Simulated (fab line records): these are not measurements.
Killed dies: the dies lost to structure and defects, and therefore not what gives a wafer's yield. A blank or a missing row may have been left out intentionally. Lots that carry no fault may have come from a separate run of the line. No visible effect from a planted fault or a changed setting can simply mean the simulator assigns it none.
Which tool is to blame? | flow sky130 | 42 wafers from 14 lots sampled at 3 of the route's 708 steps

WHAT EACH GAUGE READ, for each wafer
SKY_LI_CONTACT_THK_MEAS_01.
lot  | measured     | on            | LI_CONTACT_HDPCVD_THK (nm)
L645 | day 28 13:50 | film-metro-03 | 922 922 918
L646 | day 29 07:09 | film-metro-03 | 923 929 937
L647 | day 29 15:03 | film-metro-04 | 931 937 936
L649 | day 30 08:46 | film-metro-04 | 933 926 922
L650 | day 30 14:11 | film-metro-04 | 956 937 937
L651 | day 30 22:27 | film-metro-04 | 925 932 919
L652 | day 31 02:04 | film-metro-03 | 917 911 931
L653 | day 31 13:40 | film-metro-01 | 939 934 918
L655 | day 32 00:41 | film-metro-01 | 935 918 920
L656 | day 32 07:17 | film-metro-03 | 947 937 937
L663 | day 34 13:12 | film-metro-01 | 942 945 948
L664 | day 34 20:25 | film-metro-04 | 935 933 928
L665 | day 35 04:30 | film-metro-03 | 927 943 932
L666 | day 35 09:01 | film-metro-03 | 945 951 945

SKY_METAL1_CD_MEAS_15 targets a cd of 140 nm.
lot  | measured     | on        | cd-nm (nm)
L645 | day 33 09:37 | cd-sem-02 | 142.0 141.6 143.8
L646 | day 34 01:24 | cd-sem-01 | 138.9 141.9 141.2
L647 | day 34 07:02 | cd-sem-02 | 142.6 141.2 141.7
L649 | day 35 01:22 | cd-sem-01 | 140.8 141.3 142.6
L650 | day 35 07:05 | cd-sem-01 | 139.8 138.7 138.4
L651 | day 35 13:59 | cd-sem-01 | 139.3 140.2 138.5
L652 | day 35 17:23 | cd-sem-01 | 141.2 138.9 139.5
L653 | day 36 03:48 | cd-sem-02 | 139.7 139.4 139.9
L655 | day 36 16:13 | cd-sem-01 | 141.1 140.1 139.7
L656 | day 36 21:26 | cd-sem-02 | 140.4 138.6 138.7
L663 | day 39 01:56 | cd-sem-02 | 138.1 138.7 139.2
L664 | day 39 06:52 | cd-sem-01 | 138.0 140.0 139.6
L665 | day 39 14:33 | cd-sem-02 | 138.1 138.9 137.4
L666 | day 39 20:19 | cd-sem-02 | 139.5 140.4 140.8

WHICH TOOL RAN EACH LOT (tool, then ch and the chambers of the sampled wafers, then the start)
lot  | SKY_GATE_OXIDE_OXIDATION_16
L645 | furnace-02 ch 0, day 14 09:07
L646 | furnace-01 ch 0, day 15 02:52
L647 | furnace-02 ch 0, day 15 09:58
L649 | furnace-01 ch 0, day 16 02:53
L650 | furnace-02 ch 0, day 16 11:49
L651 | furnace-02 ch 0, day 16 17:46
L652 | furnace-02 ch 0, day 17 00:02
L653 | furnace-02 ch 0, day 17 08:47
L655 | furnace-01 ch 0, day 17 23:50
L656 | furnace-02 ch 0, day 18 09:35
L663 | furnace-01 ch 0, day 21 00:09
L664 | furnace-02 ch 0, day 21 03:08
L665 | furnace-02 ch 0, day 21 17:22
L666 | furnace-02 ch 0, day 21 22:20
- SKY_GATE_OXIDE_OXIDATION_16: stabilise 600 s, purge 300 s, target thk 3.57 nm.

AS READ BY THE TOOLS THEMSELVES (means over the sampled wafers that have a number; for cases with no such wafer, the mark the record gives instead)
SKY_GATE_OXIDE_OXIDATION_16.
lot  | tool       | tube-center-temp-C (C)
L645 | furnace-02 | 799.98
L646 | furnace-01 | 800.03
L647 | furnace-02 | 799.99
L649 | furnace-01 | 800.02
L650 | furnace-02 | 799.97
L651 | furnace-02 | 800.00
L652 | furnace-02 | 799.95
L653 | furnace-02 | 799.95
L655 | furnace-01 | 799.95
L656 | furnace-02 | 799.95
L663 | furnace-01 | 800.03
L664 | furnace-02 | 800.06
L665 | furnace-02 | 800.00
L666 | furnace-02 | 799.94

THE ANSWER, worked out from the rows above alone
Rule: the lots themselves supply what counts as usual. The widest of any qualifying gaps counts: lots, ordered by their means at a reading, are off when they make up no more than a third of the lots, leave a main group of 4 or more, and stand apart from it by 3 or more times the standard deviation of that group's means. If all means in a main group match to the digits the tables above print for the reading, that group is not used. Also off: a lot with no number at a reading for which 4 or more lots have one. Where the step has rows for the other lots, those lots are counted as sound. The gauges are gone through in route order, then the tools' own readings, and for those a lot's mean is taken as printed above. The first step at which some lot is off is used, and at that step the reading that is off furthest; a lot without a number counts as furthest.
Across all readings shown, no lot is off: no conclusion can be drawn from this.

WHAT WAS PUT IN BY THE SIMULATOR
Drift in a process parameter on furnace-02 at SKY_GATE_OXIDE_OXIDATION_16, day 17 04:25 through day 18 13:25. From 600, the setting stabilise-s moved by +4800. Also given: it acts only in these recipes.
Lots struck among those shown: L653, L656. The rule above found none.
